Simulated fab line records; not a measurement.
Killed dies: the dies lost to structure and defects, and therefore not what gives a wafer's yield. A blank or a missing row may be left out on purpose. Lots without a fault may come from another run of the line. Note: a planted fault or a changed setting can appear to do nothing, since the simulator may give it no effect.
A struck lot beside a sound one | flow gf180mcu | 36 out of 602 route steps
Sound: the wafers L761.2, L761.3, L761.5. Struck: wafer L763.3 (L763.5, L763.6, from the same lot, were not struck and are left out); the cause is given at the end.
Per side, at each step with rows, come the tool, then ch with its chambers, and then its first start. Under that, the readings that differ: sound wafers | struck wafers | difference of the means | sigmas: that difference in standard deviations of wafers without a fault.
alike: same words and numbers on both sides, and readings whose means sit less than 2 such deviations apart. not compared: any withheld reading, any reading some wafer has no value for, any bound like >300 that may hide the same value, and any number with overlapping values for which the record gives no deviation.
A row with sigmas, a row that says differs or no value, or rows on one side alone: a step with any of these is where the two part. When numbers do not overlap yet have no deviation, they are printed without sigmas and do not part them. A reading that every wafer of one side lacks parts them only if that side has two wafers or more.

first, 2 steps without rows for these wafers: GF_M4_PEB_12 (peb time 90 s); GF_M4_DEVELOP_13 (develop time 60 s).
GF_M4_CD_MEAS_14: target cd 280 nm.
  sound on cd_sem-01, day 23 17:31; struck on cd_sem-02, day 24 05:02
  alike: cd_nm
GF_M4_OVL_MEAS_15:
  sound on overlay-01, day 23 17:37; struck on overlay-02, day 24 05:08
  alike: M4_OVL
GF_M4_METAL_ETCH_16: etches the open film in Cl2/BCl3, stops on SiO2, target depth 627.5 nm, time 104.6 s.
  sound on rie_metal-03 ch 0, day 23 17:39; struck on rie_metal-02 ch 0, day 24 05:11
  alike: bcl3_flow_sccm, drypump_motor_current_A, oes_product_au, throttle_valve_pct
  not compared: rf_hours_counter_h
GF_M4_STRIP_17: strips in O2/N2.
  sound on plasma_asher-01 ch 0,1, day 23 17:46; struck on plasma_asher-03 ch 1, day 24 05:18
  alike: drypump_motor_current_A, heater_power_w, oes_product_au, strip_time_to_endpoint_s
  not compared: rf_hours_counter_h
then, 3 steps without rows for these wafers: GF_M4_STRIP_18 (strips in post etch residue remover, time 1200 s); GF_M4_CLEAN_19 (cleans in DIW); GF_V4_CVD_00 (deposits SiO2, target thk 600 nm, time 100 s).
GF_V4_THK_MEAS_01:
  sound on film_metro-01, day 23 18:25; struck on film_metro-03, day 24 05:53
  alike: V4_CVD_00_THK
then, 1 step without rows for these wafers: GF_V4_CVD_02 (deposits SiO2 from TEOS, target thk 850 nm, time 94.851 s).
GF_V4_THK_MEAS_03:
  sound on film_metro-03, day 23 18:32; struck on film_metro-01, day 24 06:01
  reading            | sound       | struck | difference | sigmas
  V4_CVD_02_THK (nm) | 847 860 866 | 828    | -30        | -3
GF_V4_CMP_04: polishes SiO2.
  sound on cmp-01 ch 0,3, day 23 18:35; struck on cmp-01 ch 0, day 24 06:10
  reading                             | sound             | struck | difference | sigmas
  time_to_endpoint_s (s)              | 78 81 84          | 94     | +13        | +2
  model.SiO2_of_V4_CVD_02.thk_nm (nm) | 631.5 631.3 632.3 | 574.2  | -57.5      |
  alike: motor_current_A, retaining_ring_pressure_frac
GF_V4_BOW_MEAS_05:
  sound on film_metro-04, day 23 18:55; struck on film_metro-03, day 24 06:41
  not compared: hold, V4_BOW
then, 7 steps without rows for these wafers: GF_V4_HMDS_07 (prime time 60 s); GF_V4_COAT_08; GF_V4_COAT_09 (resist thk 991.1 nm); GF_V4_SOFTBAKE_10 (time 60 s); GF_V4_EXPOSE_11 (exposes mask Via4, target cd 260 nm); GF_V4_PEB_12 (peb time 90 s); GF_V4_DEVELOP_13 (develop time 60 s).
GF_V4_CD_MEAS_14: target cd 260 nm.
  sound on cd_sem-02, day 24 17:01; struck on cd_sem-02, day 25 03:14
  alike: cd_nm
GF_V4_OVL_MEAS_15:
  sound on overlay-02, day 24 17:07; struck on overlay-01, day 25 03:20
  alike: V4_OVL
GF_V4_ETCH_16: etches BARC in N2/H2.
  sound on rie_diel-03 ch 0,2,3, day 24 17:09; struck on rie_diel-02 ch 1, day 25 03:21
  alike: drypump_motor_current_A, oes_product_au, throttle_valve_pct
GF_V4_ETCH_17: etches SiO2 in C4F8/O2/Ar, stops on TiN, target depth 630 nm.
  sound: rie_diel-03 ch 0,2,3; struck: rie_diel-02 ch 1
  reading                        | sound             | struck | difference | sigmas
  oes_product_au (a.u.)          | 0.847 0.850 0.863 | 0.817  | -0.036     | -8
  model.V4.feature_depth_nm (nm) | 631.5 631.3 632.3 | 574.2  | -57.5      |
  model.etch.depth_nm (nm)       | 631.5 631.3 632.3 | 574.2  | -57.5      |
then, 4 steps without rows for these wafers: GF_V4_STRIP_18 (strips in O2/N2); GF_V4_STRIP_19 (strips in post etch residue remover, time 1200 s); GF_V4_CLEAN_20 (cleans in DIW); GF_V4_SPUTTER_21 (material Ti, target thk 15 nm, time 80.02 s).
GF_V4_SPUTTER_22: material TiN, target thk 10 nm, time 40 s.
  sound on pvd_sputter-02, day 24 17:55; struck on pvd_sputter-02, day 25 04:05
  alike: cathode_dc_power_W, throttle_valve_pct
GF_V4_CVD_23: deposits W, target thk 350 nm, time 104.9 s.
  sound on cvd_w-02 ch 0,1, day 24 17:57; struck on cvd_w-02 ch 0, day 25 04:10
  alike: heater_power_w, susceptor_temp_C
GF_V4_RS_MEAS_24: measurement is done with a four-point probe.
  sound on film_metro-04, day 24 18:05; struck on film_metro-01, day 25 04:16
  alike: V4_W_RS
GF_V4_THK_MEAS_25: measures by xrf.
  sound on film_metro-04, day 24 18:11; struck on film_metro-01, day 25 04:22
  alike: V4_W_THK
GF_V4_CMP_26: polishes, stops on SiO2, t overpolish 15 s, target thk 0 nm.
  sound on cmp-01 ch 0,2,3, day 24 18:20; struck on cmp-02 ch 2, day 25 04:28
  reading                             | sound             | struck | difference | sigmas
  model.SiO2_of_V4_CVD_02.thk_nm (nm) | 627.8 627.6 628.5 | 570.4  | -57.6      |
  alike: motor_current_A, retaining_ring_pressure_frac
then, 2 steps without rows for these wafers: GF_MIM_SPUTTER_00 (material Ti, target thk 37.5 nm, time 144.1 s); GF_PASSIVATION_PROBE_99.

## WHERE THEY PART
First at GF_V4_THK_MEAS_03; last, within this record, at GF_V4_ETCH_17. Later steps at which nothing parts them and some readings are alike: GF_V4_SPUTTER_22, GF_V4_CVD_23, GF_V4_RS_MEAS_24, GF_V4_THK_MEAS_25, GF_V4_CMP_26.

WHY: what had been put in by the simulator
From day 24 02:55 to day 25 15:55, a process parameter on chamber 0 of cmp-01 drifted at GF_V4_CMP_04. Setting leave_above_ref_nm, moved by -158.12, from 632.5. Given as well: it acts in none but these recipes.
